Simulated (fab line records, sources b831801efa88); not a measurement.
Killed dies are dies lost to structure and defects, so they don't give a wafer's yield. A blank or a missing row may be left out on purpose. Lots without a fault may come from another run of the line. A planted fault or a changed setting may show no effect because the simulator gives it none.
fab line records | flow sky130
record lots=5 wafers=15 last_day=50
route steps=708 shown METAL5@668 PASSIVATION@681 PAD_OPEN@694
lots that met no fault: from a run of the same line without faults
start_h: hours from the record's first day to the start of the lot's first wafer shown | wait_h: hours since the lot's step before | " the same as in the row above | L1.1+2: a row that stands for several wafers | - no value, or no start given | * or withheld: withheld | < > ~ a bound
route shown NAME@n: a module of which the file shows steps, and the number in the route of the first | usual: mean/standard deviation of fault-free wafers | same: alike in all rows | chamber/n: place in a boat | sites: the reading at each site | _std_site: their standard deviation | _edge_site: outer sites' mean less inner sites' | radius_mm: how far each site lies from the wafer's centre | mask NAME#n: copy n | behind: the tool/chamber that last shaped the wafer | hold: why the lot was held/for how many hours/how that ended | device: the transistor (n, p or np) that didn't switch | end of line: the same wafers' tests at the end of the route | a step without rows: its recipe alone | killed: dies lost to structure and defects at the first sort, not the wafer's yield | map: a wafer's dies, x killed, . not, _ none there
set.NAME: the setting as run; set.NAME@STEP: as run at that earlier step | model.NAME: the simulator's own value behind a step, which no gauge read
lots at some steps of the route; a table a step, a row a wafer
services: from which hour (start_h, from the record's first day; less than 0 if before it) a tool's chamber was out of use, for how many hours, and why
## steps
# step SKY_METAL5_DEHYDRATE_07
# recipe temp_c=200 time_s=60
# usual resist_line_temp_C=23.01/0.11
# columns lot.wafer tool chamber start_h wait_h resist_line_temp_C
L082.2 litho_track-03 0 1067.00 9.4 23.07
L082.3 " 0 " " 23.01
L082.6 " 0 " " 23.04
L084.3 litho_track-01 0 1091.02 9.2 22.91
L084.5 " 0 " " 22.95
L084.6 " 0 " " 23.09
L088.1 litho_track-01 0 1104.58 9.8 23.09
L088.5 " 0 " " 23.02
L088.6 " 0 " " 22.91
L090.2 litho_track-03 0 1121.45 9.0 23.01
L090.3 " 0 " " 22.88
L090.5 " 0 " " 23.18
L095.1 litho_track-02 0 1143.03 8.7 22.98
L095.5 " 0 " " 23.03
L095.6 " 0 " " 23.10
# step SKY_METAL5_HMDS_08
# recipe prime_time_s=60 prime_temp_c=120
# usual resist_line_temp_C=23.02/0.099
# columns lot.wafer tool chamber start_h wait_h resist_line_temp_C
L082.2 litho_track-03 0 1067.15 0.1 23.09
L082.3 " 0 " " 22.86
L082.6 " 0 " " 22.98
L084.3 litho_track-01 0 1091.17 0.1 23.07
L084.5 " 0 " " 23.14
L084.6 " 0 " " 22.92
L088.1 litho_track-01 0 1104.73 0.1 23.13
L088.5 " 0 " " 23.10
L088.6 " 0 " " 22.93
L090.2 litho_track-03 0 1121.60 0.1 23.18
L090.3 " 0 " " 22.87
L090.5 " 0 " " 23.07
L095.1 litho_track-02 0 1143.18 0.1 23.13
L095.5 " 0 " " 23.04
L095.6 " 0 " " 23.10
# step SKY_METAL5_COAT_09
# recipe resist=NOVOLAK spin_rpm=3000 resist_thk_nm=1800
# usual resist_line_temp_C=23.00/0.1
# columns lot.wafer tool chamber start_h wait_h resist_line_temp_C
L082.2 litho_track-03 0 1067.30 0.1 22.95
L082.3 " 0 " " 22.99
L082.6 " 0 " " 22.99
L084.3 litho_track-01 0 1091.32 0.1 23.09
L084.5 " 0 " " 23.15
L084.6 " 0 " " 23.19
L088.1 litho_track-01 0 1104.88 0.1 22.92
L088.5 " 0 " " 22.91
L088.6 " 0 " " 22.99
L090.2 litho_track-03 0 1121.75 0.1 23.03
L090.3 " 0 " " 23.04
L090.5 " 0 " " 23.18
L095.1 litho_track-02 0 1143.33 0.1 22.98
L095.5 " 0 " " 22.93
L095.6 " 0 " " 23.02
# step SKY_METAL5_SOFTBAKE_10
# recipe temp_c=90 time_s=60 resist=NOVOLAK
# usual resist_line_temp_C=23.02/0.12
# columns lot.wafer tool chamber start_h wait_h resist_line_temp_C
L082.2 litho_track-03 0 1067.45 0.1 23.24
L082.3 " 0 " " 23.15
L082.6 " 0 " " 23.24
L084.3 litho_track-01 0 1091.47 0.1 22.93
L084.5 " 0 " " 22.97
L084.6 " 0 " " 23.11
L088.1 litho_track-01 0 1105.03 0.1 22.87
L088.5 " 0 " " 22.82
L088.6 " 0 " " 22.79
L090.2 litho_track-03 0 1121.90 0.1 23.14
L090.3 " 0 " " 22.96
L090.5 " 0 " " 23.05
L095.1 litho_track-02 0 1143.48 0.1 22.87
L095.5 " 0 " " 22.94
L095.6 " 0 " " 22.93
# step SKY_METAL5_EXPOSE_11
# recipe mask_id=MM5 na=0.6 source_shape=conventional sigma_outer=0.6 polarization=unpolarized target_cd_nm=1600 dose_mj=190
# same sigma_outer=0.6
# columns lot.wafer tool chamber start_h wait_h mask
L082.2+3+6 iline_stepper-02 0 - - MM5#0
L084.3+5+6 iline_stepper-02 0 - - MM5#0
L088.1+5+6 iline_stepper-02 0 - - MM5#0
L090.2+3+5 iline_stepper-02 0 - - MM5#0
L095.1+5+6 iline_stepper-01 0 - - MM5#0
# step SKY_METAL5_PEB_12
# recipe temp_c=withheld time_s=* resist=NOVOLAK
# usual resist_line_temp_C=*
# columns lot.wafer tool chamber start_h wait_h resist_line_temp_C
L082.2 litho_track-01 0 - - *
L082.3 " 0 " " *
L082.6 " 0 " " *
L084.3 litho_track-02 0 - - *
L084.5 " 0 " " *
L084.6 " 0 " " *
L088.1 litho_track-03 0 - - *
L088.5 " 0 " " *
L088.6 " 0 " " *
L090.2 litho_track-03 0 - - *
L090.3 " 0 " " *
L090.5 " 0 " " *
L095.1 litho_track-01 0 - - *
L095.5 " 0 " " *
L095.6 " 0 " " *
# step SKY_METAL5_DEVELOP_13
# recipe resist=NOVOLAK developer=TMAH develop_time_s=60 dev_temp_c=23
# usual resist_line_temp_C=23.02/0.1
# columns lot.wafer tool chamber start_h wait_h resist_line_temp_C
L082.2 litho_track-01 0 1077.80 0.1 22.96
L082.3 " 0 " " 23.10
L082.6 " 0 " " 22.98
L084.3 litho_track-02 0 1101.03 0.1 22.88
L084.5 " 0 " " 22.86
L084.6 " 0 " " 22.91
L088.1 litho_track-03 0 1114.47 0.1 22.99
L088.5 " 0 " " 22.90
L088.6 " 0 " " 23.07
L090.2 litho_track-03 0 1131.85 0.1 23.00
L090.3 " 0 " " 23.19
L090.5 " 0 " " 23.16
L095.1 litho_track-01 0 1152.93 0.1 22.97
L095.5 " 0 " " 23.02
L095.6 " 0 " " 23.04
# step SKY_METAL5_DESCUM_14
# recipe chemistry=O2 source_power_w=150 bias_power_w=0 pressure_mtorr=10 temp_c=40 time_s=11
# usual drypump_motor_current_A=5.7/0.54 he_backside_leak_sccm=3.41/0.25 oes_product_au=0.996/0.01 temp_c=39.99/0.11
# columns lot.wafer tool chamber start_h wait_h drypump_motor_current_A he_backside_leak_sccm oes_product_au rf_hours_counter_h temp_c
L082.2 rie_metal-02 0 1077.92 0.1 6.3 3.37 1.004 6 39.93
L082.3 " 1 " " 5.4 3.45 0.987 - 39.96
L082.6 " 1 " " 5.4 3.53 0.991 - 39.87
L084.3 rie_metal-03 0 1101.14 0.1 5.5 3.23 1.006 - 39.98
L084.5 " 0 " " 5.5 2.99 1.001 - 39.95
L084.6 " 1 " " 5.6 3.25 0.987 - 40.02
L088.1 rie_metal-02 0 1114.62 0.1 6.3 3.55 1.014 10 40.01
L088.5 " 0 " " 6.3 3.49 1.005 - 39.94
L088.6 " 1 " " 5.4 3.63 0.995 - 40.22
L090.2 rie_metal-03 0 1131.97 0.1 5.5 3.26 1.009 19 39.98
L090.3 " 0 " " 5.5 3.14 1.023 - 40.05
L090.5 " 1 " " 5.6 3.27 1.006 - 40.06
L095.1 rie_metal-02 0 1153.08 0.1 6.3 3.49 0.992 13 39.92
L095.5 " 1 " " 5.4 3.51 1.001 - 39.82
L095.6 " 0 " " 6.3 3.62 0.996 - 39.90
# step SKY_METAL5_METAL_ETCH_15
# recipe target_depth_a=12600 stop_on=SiO2 over_etch_frac=0.2 time_s=252 chemistry=Cl2/BCl3 resist_sidewall_deg=86 pressure_mtorr=10 icp_w=900 bias_w=48.5 Cl2_flow_sccm=60 bcl3_flow_sccm=30
# usual bias_w=48.49/0.14 drypump_motor_current_A=5.7/0.54 he_backside_leak_sccm=3.4/0.31 oes_product_au=0.894/0.0052 throttle_valve_pct=22.264/0.0092
# columns lot.wafer tool chamber start_h wait_h bias_w drypump_motor_current_A he_backside_leak_sccm oes_product_au rf_hours_counter_h throttle_valve_pct
L082.2 rie_metal-02 0 1077.96 0.0 48.58 6.3 3.3 0.894 7 22.255
L082.3 " 1 " " 48.28 5.4 3.5 0.899 - 22.261
L082.6 " 1 " " 48.38 5.4 3.5 0.904 - 22.266
L084.3 rie_metal-03 0 1101.24 0.1 48.56 5.5 3.0 0.890 - 22.259
L084.5 " 0 " " 48.35 5.5 3.1 0.896 - 22.265
L084.6 " 1 " " 48.60 5.6 3.3 0.896 - 22.266
L088.1 rie_metal-02 0 1114.66 0.0 48.36 6.3 3.5 0.895 10 22.252
L088.5 " 0 " " 48.32 6.3 3.5 0.895 - 22.270
L088.6 " 1 " " 48.55 5.4 3.5 0.894 - 22.271
L090.2 rie_metal-03 0 1132.01 0.0 48.63 5.5 3.1 0.893 19 22.256
L090.3 " 0 " " 48.30 5.5 3.1 0.894 - 22.273
L090.5 " 1 " " 48.35 5.6 3.1 0.895 - 22.271
L095.1 rie_metal-02 0 1153.11 0.0 48.60 6.3 3.5 0.891 13 22.268
L095.5 " 1 " " 48.47 5.4 3.5 0.891 - 22.292
L095.6 " 0 " " 48.57 6.3 3.5 0.898 - 22.262
# step SKY_METAL5_STRIP_16
# recipe chemistry=O2/N2 power_w=1400 pressure_mtorr=1500 platen_temp_c=withheld o2_flow_sccm=3000 n2_flow_sccm=300 overash_fraction=0.5
# usual drypump_motor_current_A=5.7/0.61 oes_product_au=0.711/0.0047 strip_time_to_endpoint_s=13.11/0.14
# columns lot.wafer tool chamber start_h wait_h drypump_motor_current_A oes_product_au rf_hours_counter_h strip_time_to_endpoint_s
L082.2 plasma_asher-01 1 1078.19 0.2 5.5 0.706 62 12.89
L082.3 " 1 " " 5.4 0.712 - 12.97
L082.6 " 0 " " 5.2 0.711 - 13.10
L084.3 plasma_asher-01 0 1101.43 0.1 5.2 0.712 - 12.82
L084.5 " 0 " " 5.2 0.706 - 12.85
L084.6 " 1 " " 5.4 0.713 - 13.01
L088.1 plasma_asher-01 1 1114.89 0.2 5.5 0.714 65 12.96
L088.5 " 0 " " 5.2 0.712 - 13.00
L088.6 " 1 " " 5.5 0.707 - 13.17
L090.2 plasma_asher-04 1 1132.24 0.2 5.3 0.719 7 12.87
L090.3 " 0 " " 6.8 0.714 - 12.89
L090.5 " 0 " " 6.8 0.702 - 13.03
L095.1 plasma_asher-01 0 1153.34 0.2 5.2 0.710 69 12.99
L095.5 " 0 " " 5.2 0.704 - 13.10
L095.6 " 1 " " 5.5 0.716 - 13.00
# step SKY_METAL5_STRIP_17
# recipe chemistry=post_etch_residue_remover time_s=1200 temp_c=72.5
# usual temp_c=72.50/0.12
# columns lot.wafer tool chamber start_h wait_h temp_c
L082.2 wet_bench-02 0 1078.29 0.1 72.58
L082.3 " 0 " " 72.58
L082.6 " 0 " " 72.38
L084.3 wet_bench-04 3 1101.50 0.0 72.60
L084.5 " 3 " " 72.53
L084.6 " 3 " " 72.63
L088.1 wet_bench-02 3 1114.99 0.1 72.42
L088.5 " 3 " " 72.46
L088.6 " 3 " " 72.36
L090.2 wet_bench-04 0 1132.34 0.1 72.61
L090.3 " 0 " " 72.72
L090.5 " 0 " " 72.58
L095.1 wet_bench-04 0 1153.44 0.1 72.26
L095.5 " 0 " " 72.54
L095.6 " 0 " " 72.35
# step SKY_METAL5_CLEAN_18
# recipe chemistry=IPA time_s=180 temp_c=25
# usual temp_c=24.99/0.1
# columns lot.wafer tool chamber start_h wait_h temp_c
L082.2 wet_bench-04 1 1078.64 0.0 24.96
L082.3 " 1 " " 24.85
L082.6 " 1 " " 25.17
L084.3 wet_bench-02 3 1101.87 0.0 25.07
L084.5 " 3 " " 24.93
L084.6 " 3 " " 25.10
L088.1 wet_bench-01 2 1115.36 0.0 24.84
L088.5 " 2 " " 24.85
L088.6 " 2 " " 24.90
L090.2 wet_bench-01 2 1132.68 0.0 24.88
L090.3 " 2 " " 24.75
L090.5 " 2 " " 24.85
L095.1 wet_bench-01 0 1153.82 0.0 25.13
L095.5 " 0 " " 25.12
L095.6 " 0 " " 25.00
# step SKY_METAL5_CLEAN_19
# recipe chemistry=O3/DIW dry=n2_spin
# columns lot.wafer tool chamber start_h wait_h
L082.2+3+6 wet_bench-01 1 1078.69 0.0
L084.3+5+6 wet_bench-01 3 1101.93 0.0
L088.1+5+6 wet_bench-04 1 1115.42 0.0
L090.2+3+5 wet_bench-01 2 1132.75 0.0
L095.1+5+6 wet_bench-01 1 1153.88 0.0
# step SKY_PASSIVATION_CVD_00
# recipe material=SiO2 target_thk_nm=90 temp_c=400 time_s=withheld rf_w=600
# usual heater_power_w=605/81
# columns lot.wafer tool chamber start_h wait_h heater_power_w
L082.2 pecvd-01 2 1078.79 0.0 608
L082.3 " 1 " " 576
L082.6 " 1 " " 572
L084.3 pecvd-01 0 1102.03 0.0 505
L084.5 " 0 " " 513
L084.6 " 2 " " 606
L088.1 pecvd-02 1 1115.51 0.0 630
L088.5 " 1 " " 638
L088.6 " 2 " " 570
L090.2 pecvd-04 0 1132.85 0.0 551
L090.3 " 1 " " 628
L090.5 " 0 " " 563
L095.1 pecvd-01 0 1153.97 0.0 561
L095.5 " 2 " " 596
L095.6 " 1 " " 603
# step SKY_PASSIVATION_THK_MEAS_01
# recipe reads=SiO2_of_PASSIVATION_CVD_00
# usual PASSIVATION_CVD_00_THK=89.6/1.3
# columns lot.wafer tool chamber start_h wait_h PASSIVATION_CVD_00_THK[nm]
L082.2 film_metro-04 - 1078.83 - 89.6
L082.3 " - " " 88.3
L082.6 " - " " 90.1
L084.3 film_metro-03 - 1102.07 - 89.6
L084.5 " - " " 91.3
L084.6 " - " " 91.9
L088.1 film_metro-04 - 1115.54 - 89.5
L088.5 " - " " 90.1
L088.6 " - " " 88.0
L090.2 film_metro-04 - 1132.88 - 88.2
L090.3 " - " " 88.8
L090.5 " - " " 88.2
L095.1 film_metro-01 - 1153.99 - 90.2
L095.5 " - " " 91.9
L095.6 " - " " 92.4
# step SKY_PASSIVATION_CVD_02
# recipe material=Si3N4 target_thk_nm=540 temp_c=400 time_s=withheld rf_w=450
# usual heater_power_w=670/87
# columns lot.wafer tool chamber start_h wait_h heater_power_w
L082.2 pecvd-04 1 1078.88 0.0 665
L082.3 " 0 " " 651
L082.6 " 2 " " 706
L084.3 pecvd-04 0 1102.11 0.0 699
L084.5 " 0 " " 548
L084.6 " 1 " " 632
L088.1 pecvd-01 0 1115.60 0.1 578
L088.5 " 2 " " 622
L088.6 " 0 " " 599
L090.2 pecvd-01 1 1132.93 0.0 691
L090.3 " 2 " " 544
L090.5 " 0 " " 562
L095.1 pecvd-02 0 1154.05 0.1 652
L095.5 " 0 " " 666
L095.6 " 2 " " 607
# step SKY_PASSIVATION_THK_MEAS_03
# recipe reads=Si3N4_of_PASSIVATION_CVD_02
# usual PASSIVATION_CVD_02_THK=542/7.6
# columns lot.wafer tool chamber start_h wait_h PASSIVATION_CVD_02_THK[nm]
L082.2 film_metro-03 - 1079.11 - 533
L082.3 " - " " 530
L082.6 " - " " 538
L084.3 film_metro-04 - 1102.36 - 531
L084.5 " - " " 538
L084.6 " - " " 538
L088.1 film_metro-04 - 1115.82 - 540
L088.5 " - " " 552
L088.6 " - " " 550
L090.2 film_metro-04 - 1133.16 - 550
L090.3 " - " " 524
L090.5 " - " " 543
L095.1 film_metro-03 - 1154.27 - 542
L095.5 " - " " 551
L095.6 " - " " 541
# step SKY_PASSIVATION_DEHYDRATE_04
# recipe temp_c=200 time_s=60
# usual resist_line_temp_C=22.96/0.1
# columns lot.wafer tool chamber start_h wait_h resist_line_temp_C
L082.2 litho_track-04 0 1088.46 9.3 22.75
L082.3 " 0 " " 22.85
L082.6 " 0 " " 22.81
L084.3 litho_track-04 0 1112.09 9.7 23.04
L084.5 " 0 " " 23.16
L084.6 " 0 " " 23.09
L088.1 litho_track-01 0 1125.73 9.9 22.97
L088.5 " 0 " " 22.95
L088.6 " 0 " " 23.10
L090.2 litho_track-04 0 1141.01 7.8 23.06
L090.3 " 0 " " 23.06
L090.5 " 0 " " 22.97
L095.1 litho_track-01 0 1161.88 7.6 23.00
L095.5 " 0 " " 22.84
L095.6 " 0 " " 22.97
# step SKY_PASSIVATION_HMDS_05
# recipe prime_time_s=60 prime_temp_c=120
# usual resist_line_temp_C=23.01/0.099
# columns lot.wafer tool chamber start_h wait_h resist_line_temp_C
L082.2 litho_track-04 0 1088.61 0.1 22.93
L082.3 " 0 " " 22.99
L082.6 " 0 " " 22.92
L084.3 litho_track-04 0 1112.24 0.1 23.08
L084.5 " 0 " " 23.06
L084.6 " 0 " " 23.05
L088.1 litho_track-01 0 1125.88 0.1 22.92
L088.5 " 0 " " 22.92
L088.6 " 0 " " 22.92
L090.2 litho_track-04 0 1141.16 0.1 22.86
L090.3 " 0 " " 22.92
L090.5 " 0 " " 22.96
L095.1 litho_track-01 0 1162.03 0.1 23.00
L095.5 " 0 " " 23.07
L095.6 " 0 " " 23.07
# step SKY_PASSIVATION_COAT_06
# recipe spin_rpm=2000 resist_thk_nm=3000
# usual resist_line_temp_C=23.01/0.1
# columns lot.wafer tool chamber start_h wait_h resist_line_temp_C
L082.2 litho_track-04 0 1088.76 0.1 23.08
L082.3 " 0 " " 23.16
L082.6 " 0 " " 23.09
L084.3 litho_track-04 0 1112.39 0.1 23.06
L084.5 " 0 " " 23.23
L084.6 " 0 " " 23.27
L088.1 litho_track-01 0 1126.03 0.1 22.89
L088.5 " 0 " " 22.83
L088.6 " 0 " " 22.79
L090.2 litho_track-04 0 1141.31 0.1 22.94
L090.3 " 0 " " 22.78
L090.5 " 0 " " 22.94
L095.1 litho_track-01 0 1162.18 0.1 22.92
L095.5 " 0 " " 22.84
L095.6 " 0 " " 23.06
# step SKY_PASSIVATION_SOFTBAKE_07
# recipe temp_c=110 time_s=withheld
# usual resist_line_temp_C=23.01/0.1
# columns lot.wafer tool chamber start_h wait_h resist_line_temp_C
L082.2 litho_track-04 0 1088.92 0.1 23.15
L082.3 " 0 " " 23.02
L082.6 " 0 " " 23.14
L084.3 litho_track-04 0 1112.55 0.1 22.99
L084.5 " 0 " " 23.06
L084.6 " 0 " " 23.02
L088.1 litho_track-01 0 1126.18 0.1 22.85
L088.5 " 0 " " 23.00
L088.6 " 0 " " 23.08
L090.2 litho_track-04 0 1141.47 0.1 22.91
L090.3 " 0 " " 23.12
L090.5 " 0 " " 23.05
L095.1 litho_track-01 0 1162.33 0.1 23.02
L095.5 " 0 " " 22.86
L095.6 " 0 " " 22.89
# step SKY_PASSIVATION_EXPOSE_08
# recipe mask_id=NSM target_cd_nm=3000 na=0.57 dose_mj=260
# columns lot.wafer tool chamber start_h wait_h mask
L082.2+3+6 iline_stepper-01 0 - - NSM#0
L084.3+5+6 iline_stepper-01 0 - - NSM#0
L088.1+5+6 iline_stepper-01 0 - - NSM#0
L090.2+3+5 iline_stepper-01 0 - - NSM#0
L095.1+5+6 iline_stepper-02 0 - - NSM#0
# step SKY_PASSIVATION_PEB_09
# recipe temp_c=115 time_s=withheld
# usual resist_line_temp_C=22.99/0.1
# columns lot.wafer tool chamber start_h wait_h resist_line_temp_C
L082.2 litho_track-04 0 - - 23.03
L082.3 " 0 " " 22.95
L082.6 " 0 " " 22.85
L084.3 litho_track-01 0 - - 22.90
L084.5 " 0 " " 22.94
L084.6 " 0 " " 23.05
L088.1 litho_track-04 0 - - 23.07
L088.5 " 0 " " 23.01
L088.6 " 0 " " 23.05
L090.2 litho_track-01 0 - - 22.86
L090.3 " 0 " " 23.02
L090.5 " 0 " " 22.72
L095.1 litho_track-03 0 - - 23.01
L095.5 " 0 " " 23.05
L095.6 " 0 " " 23.12
# step SKY_PASSIVATION_DEVELOP_10
# recipe develop_time_s=60 dev_temp_c=23
# usual resist_line_temp_C=23.01/0.11
# columns lot.wafer tool chamber start_h wait_h resist_line_temp_C
L082.2 litho_track-04 0 - - 23.15
L082.3 " 0 " " 23.39
L082.6 " 0 " " 23.21
L084.3 litho_track-01 0 - - 22.98
L084.5 " 0 " " 22.99
L084.6 " 0 " " 22.96
L088.1 litho_track-04 0 - - 23.00
L088.5 " 0 " " 23.02
L088.6 " 0 " " 23.10
L090.2 litho_track-01 0 - - 23.00
L090.3 " 0 " " 23.09
L090.5 " 0 " " 23.09
L095.1 litho_track-03 0 - - 22.85
L095.5 " 0 " " 23.00
L095.6 " 0 " " 22.88
# step SKY_PASSIVATION_ETCH_11
# recipe chemistry=CF4/O2 target_depth_nm=725 stop_on=AlCu source_w=800 bias_w=150 pressure_mtorr=150 cf4_flow_sccm=80 O2_flow_sccm=10 time_s=161.1
# usual bias_w=150.0/0.48 drypump_motor_current_A=5.5/0.39 oes_product_au=0.979/0.0072 throttle_valve_pct=5.965/0.0095
# columns lot.wafer tool chamber start_h wait_h bias_w drypump_motor_current_A oes_product_au rf_hours_counter_h throttle_valve_pct
L082.2 rie_diel-03 2 1096.74 - 150.4 5.4 0.974 7 5.964
L082.3 " 1 " " 150.1 6.1 0.978 9 5.969
L082.6 " 0 " " 149.0 5.6 0.976 - 5.962
L084.3 rie_diel-01 2 1121.83 - 150.0 5.8 0.972 20 5.981
L084.5 " 3 " " 150.1 5.5 0.980 - 5.956
L084.6 " 2 " " 150.6 5.8 0.974 - 5.960
L088.1 rie_diel-04 3 1135.54 - 150.2 5.1 0.975 29 5.957
L088.5 " 1 " " 150.0 6.2 0.992 - 5.965
L088.6 " 2 " " 149.7 5.2 0.987 - 5.979
L090.2 rie_diel-04 3 1152.08 - 148.9 5.1 0.979 30 5.966
L090.3 " 0 " " 150.0 5.1 0.959 16 5.961
L090.5 " 0 " " 150.0 5.1 0.972 - 5.974
L095.1 rie_diel-01 0 1171.12 - 150.3 4.9 0.982 26 5.973
L095.5 " 1 " " 149.3 5.5 0.981 - 5.962
L095.6 " 2 " " 150.1 5.8 0.985 - 5.959
# step SKY_PASSIVATION_STRIP_12
# recipe chemistry=O2/N2 power_w=1400 pressure_mtorr=1500 platen_temp_c=withheld overash_fraction=0.7 o2_flow_sccm=3000 n2_flow_sccm=300
# usual drypump_motor_current_A=5.9/0.49 oes_product_au=0.660/0.0042 strip_time_to_endpoint_s=31.49/0.14
# columns lot.wafer tool chamber start_h wait_h drypump_motor_current_A oes_product_au rf_hours_counter_h strip_time_to_endpoint_s
L082.2 plasma_asher-02 1 1096.84 0.1 5.9 0.663 95 31.26
L082.3 " 1 " " 5.8 0.658 - 31.49
L082.6 " 1 " " 5.9 0.667 - 31.45
L084.3 plasma_asher-03 1 1121.96 0.1 5.3 0.667 - 31.69
L084.5 " 1 " " 5.3 0.658 - 31.63
L084.6 " 0 " " 5.9 0.659 - 31.46
L088.1 plasma_asher-04 1 1135.64 0.1 5.3 0.662 7 31.59
L088.5 " 1 " " 5.3 0.655 - 31.47
L088.6 " 0 " " 6.8 0.662 - 31.28
L090.2 plasma_asher-04 1 1152.18 0.1 5.3 0.657 8 31.67
L090.3 " 0 " " 6.8 0.668 - 31.52
L090.5 " 1 " " 5.3 0.660 - 31.53
L095.1 plasma_asher-04 1 1171.23 0.1 5.3 0.661 10 31.40
L095.5 " 1 " " 5.3 0.656 - 31.45
L095.6 " 0 " " 6.8 0.662 - 31.41
# step SKY_PAD_OPEN_DEHYDRATE_00
# recipe temp_c=200 time_s=60
# usual resist_line_temp_C=22.99/0.1
# columns lot.wafer tool chamber start_h wait_h resist_line_temp_C
L082.2 litho_track-01 0 1106.60 9.7 23.06
L082.3 " 0 " " 22.90
L082.6 " 0 " " 23.04
L084.3 litho_track-04 0 1131.64 9.6 22.99
L084.5 " 0 " " 22.89
L084.6 " 0 " " 22.86
L088.1 litho_track-01 0 1144.68 9.0 23.08
L088.5 " 0 " " 23.02
L088.6 " 0 " " 23.07
L090.2 litho_track-02 0 1160.06 7.8 23.09
L090.3 " 0 " " 23.04
L090.5 " 0 " " 23.13
L095.1 litho_track-01 0 1178.23 7.0 23.16
L095.5 " 0 " " 23.12
L095.6 " 0 " " 23.29
# step SKY_PAD_OPEN_HMDS_01
# recipe prime_time_s=60 prime_temp_c=120
# usual resist_line_temp_C=23.01/0.12
# columns lot.wafer tool chamber start_h wait_h resist_line_temp_C
L082.2 litho_track-01 0 1106.75 0.1 22.88
L082.3 " 0 " " 22.89
L082.6 " 0 " " 22.95
L084.3 litho_track-04 0 1131.79 0.1 22.80
L084.5 " 0 " " 22.97
L084.6 " 0 " " 22.71
L088.1 litho_track-01 0 1144.83 0.1 22.83
L088.5 " 0 " " 22.96
L088.6 " 0 " " 22.99
L090.2 litho_track-02 0 1160.21 0.1 22.82
L090.3 " 0 " " 23.11
L090.5 " 0 " " 23.23
L095.1 litho_track-01 0 1178.38 0.1 23.07
L095.5 " 0 " " 23.17
L095.6 " 0 " " 23.17
# step SKY_PAD_OPEN_COAT_02
# recipe spin_rpm=2000 resist_thk_nm=3000
# usual resist_line_temp_C=23.00/0.097
# columns lot.wafer tool chamber start_h wait_h resist_line_temp_C
L082.2 litho_track-01 0 1106.90 0.1 23.07
L082.3 " 0 " " 23.22
L082.6 " 0 " " 23.13
L084.3 litho_track-04 0 1131.94 0.1 23.01
L084.5 " 0 " " 23.05
L084.6 " 0 " " 23.03
L088.1 litho_track-01 0 1144.98 0.1 23.04
L088.5 " 0 " " 23.22
L088.6 " 0 " " 22.97
L090.2 litho_track-02 0 1160.36 0.1 22.93
L090.3 " 0 " " 22.84
L090.5 " 0 " " 22.86
L095.1 litho_track-01 0 1178.53 0.1 22.87
L095.5 " 0 " " 23.18
L095.6 " 0 " " 23.04
# step SKY_PAD_OPEN_SOFTBAKE_03
# recipe temp_c=110 time_s=withheld
# usual resist_line_temp_C=23.00/0.096
# columns lot.wafer tool chamber start_h wait_h resist_line_temp_C
L082.2 litho_track-01 0 1107.06 0.1 23.02
L082.3 " 0 " " 23.03
L082.6 " 0 " " 22.98
L084.3 litho_track-04 0 1132.10 0.1 23.10
L084.5 " 0 " " 22.83
L084.6 " 0 " " 22.90
L088.1 litho_track-01 0 1145.13 0.1 22.82
L088.5 " 0 " " 23.04
L088.6 " 0 " " 22.86
L090.2 litho_track-02 0 1160.52 0.1 22.95
L090.3 " 0 " " 22.96
L090.5 " 0 " " 22.82
L095.1 litho_track-01 0 1178.68 0.1 22.85
L095.5 " 0 " " 23.05
L095.6 " 0 " " 22.99
# step SKY_PAD_OPEN_EXPOSE_04
# recipe mask_id=PDM target_cd_nm=60000 na=0.57 dose_mj=260
# columns lot.wafer tool chamber start_h wait_h mask
L082.2+3+6 iline_stepper-02 0 - - PDM#0
L084.3+5+6 iline_stepper-01 0 - - PDM#0
L088.1+5+6 iline_stepper-02 0 - - PDM#0
L090.2+3+5 iline_stepper-02 0 - - PDM#0
L095.1+5+6 iline_stepper-01 0 - - PDM#0
# step SKY_PAD_OPEN_PEB_05
# recipe temp_c=115 time_s=withheld
# usual resist_line_temp_C=23.02/0.1
# columns lot.wafer tool chamber start_h wait_h resist_line_temp_C
L082.2 litho_track-01 0 - - 23.14
L082.3 " 0 " " 23.11
L082.6 " 0 " " 23.28
L084.3 litho_track-02 0 - - 23.03
L084.5 " 0 " " 22.93
L084.6 " 0 " " 23.08
L088.1 litho_track-02 0 - - 22.93
L088.5 " 0 " " 23.06
L088.6 " 0 " " 22.86
L090.2 litho_track-02 0 - - 22.95
L090.3 " 0 " " 22.93
L090.5 " 0 " " 22.87
L095.1 litho_track-04 0 - - 22.96
L095.5 " 0 " " 22.87
L095.6 " 0 " " 22.88
## services
# columns tool chamber start_h hours kind
rie_diel-04 0 1050.46 19.6 repair
rie_diel-04 - 1053.70 0.2 repair
plasma_asher-04 - 1055.25 9.0 pm
plasma_asher-03 - 1067.37 1.9 repair
rie_diel-03 - 1071.06 0.5 repair
iline_stepper-02 - 1075.85 1.7 pm
pecvd-02 - 1077.97 1.9 repair
wet_bench-01 - 1079.11 1.9 pm
iline_stepper-01 - 1079.33 4.4 pm
pecvd-04 - 1079.74 0.7 repair
rie_diel-03 - 1093.69 0.2 repair
rie_diel-03 - 1094.72 0.2 repair
plasma_asher-02 - 1107.97 2.1 repair
rie_diel-04 - 1118.59 1.2 repair
rie_metal-02 0 1144.95 4.4 repair
pecvd-04 - 1145.16 2.8 pm
rie_metal-03 - 1154.11 1.4 pm
pecvd-02 2 1160.50 18.4 repair
pecvd-04 - 1163.49 2.1 repair
pecvd-04 0 1163.80 28.8 repair
pecvd-04 - 1170.86 6.0 pm
plasma_asher-04 - 1176.90 1.5 repair
plasma_asher-01 - 1182.84 2.9 repair
rie_diel-01 1 1185.32 3.3 repair
## key
fault none
